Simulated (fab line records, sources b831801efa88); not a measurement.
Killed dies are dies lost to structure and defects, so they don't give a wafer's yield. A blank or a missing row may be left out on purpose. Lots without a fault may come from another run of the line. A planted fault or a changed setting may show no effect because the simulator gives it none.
Which tool did it? | flow sky130 | 12 lots, 36 wafers sampled, at 3 steps of a route of 708

WHAT THE GAUGES READ, wafer by wafer
SKY_METAL2_THK_MEAS_06: measures by xrf.
lot  | measured     | on            | METAL2_ALCU_THK (nm)
L313 | day 35 04:24 | film_metro-04 | 255 250 251
L314 | day 35 07:29 | film_metro-02 | 251 255 255
L315 | day 35 10:57 | film_metro-04 | 256 251 251
L317 | day 35 20:55 | film_metro-02 | 254 254 254
L319 | day 36 19:58 | film_metro-01 | 250 253 252
L322 | day 37 11:20 | film_metro-01 | 254 247 244
L323 | day 37 19:35 | film_metro-04 | 256 249 256
L329 | day 40 10:19 | film_metro-01 | 242 247 246
L331 | day 41 05:34 | film_metro-01 | 250 250 250
L334 | day 41 08:43 | film_metro-01 | 249 244 247
L333 | day 41 09:56 | film_metro-04 | 262 258 259
L335 | day 41 15:49 | film_metro-01 | 255 258 253

SKY_VIA2_CD_MEAS_12: target cd 200 nm.
lot  | measured     | on        | cd_nm (nm)
L313 | day 37 11:04 | cd_sem-01 | 201.4 200.0 201.3
L314 | day 37 13:13 | cd_sem-01 | 201.1 201.1 201.1
L315 | day 37 16:18 | cd_sem-02 | 198.5 198.7 198.9
L317 | day 38 02:22 | cd_sem-02 | 200.3 200.8 200.5
L319 | day 38 23:55 | cd_sem-01 | 200.6 199.5 200.6
L322 | day 39 16:31 | cd_sem-01 | 200.8 201.6 201.7
L323 | day 39 23:53 | cd_sem-01 | 197.8 198.4 198.9
L329 | day 42 12:30 | cd_sem-01 | 199.4 199.4 200.7
L331 | day 43 06:01 | cd_sem-01 | 199.9 201.3 199.8
L334 | day 43 10:27 | cd_sem-01 | 200.3 199.8 199.3
L333 | day 43 11:20 | cd_sem-01 | 199.7 198.9 198.4
L335 | day 43 17:07 | cd_sem-02 | 199.1 198.6 199.1

SKY_VIA2_OVL_MEAS_13.
lot  | measured     | on         | VIA2_OVL (nm)
L313 | day 37 11:11 | overlay-01 | -9 -2 -9
L314 | day 37 13:20 | overlay-01 | 6 2 -1
L315 | day 37 16:25 | overlay-01 | -1 -3 -3
L317 | day 38 02:29 | overlay-02 | -8 -6 -6
L319 | day 39 00:01 | overlay-02 | -3 -9 1
L322 | day 39 16:37 | overlay-01 | -3 -8 0
L323 | day 40 00:00 | overlay-02 | -8 -1 5
L329 | day 42 12:36 | overlay-02 | -5 -13 -2
L331 | day 43 06:08 | overlay-01 | -7 -11 -5
L334 | day 43 10:34 | overlay-02 | 0 -3 2
L333 | day 43 11:26 | overlay-02 | -7 -2 -4
L335 | day 43 17:11 | overlay-02 | -4 -4 -2

WHICH TOOL RAN EACH LOT (tool, then ch and the chambers of the sampled wafers, then the start)
The record holds no process step before these readings.

WHAT THE TOOLS THEMSELVES READ (means of the sampled wafers that have a number; where no wafer has one, the mark that the record gives instead)
The record holds no such reading with a usual standard deviation.

THE ANSWER, worked out from the rows above alone
Rule: what is usual is taken from the lots themselves. Put in order of their means at a reading, lots are off if they are a third of the lots or fewer, leave a main group of 4 or more, and stand apart from it by a gap of 3 or more times the standard deviation of the main group's means; of several such gaps the widest counts. A main group whose means are all the same, to the digits that the tables above print for the reading, isn't used. A lot without any number at a reading at which 4 lots or more have one is off too. The other lots that the step has rows for count as sound. The gauges are gone through in route order, then the tools' own readings, and for those a lot's mean is taken as printed above. The first step at which some lot is off is used, and at that step the reading that is off furthest; a lot without a number counts as furthest.
No lot is off at any reading shown: from this, nothing can be told.

WHAT THE SIMULATOR HAD PUT IN
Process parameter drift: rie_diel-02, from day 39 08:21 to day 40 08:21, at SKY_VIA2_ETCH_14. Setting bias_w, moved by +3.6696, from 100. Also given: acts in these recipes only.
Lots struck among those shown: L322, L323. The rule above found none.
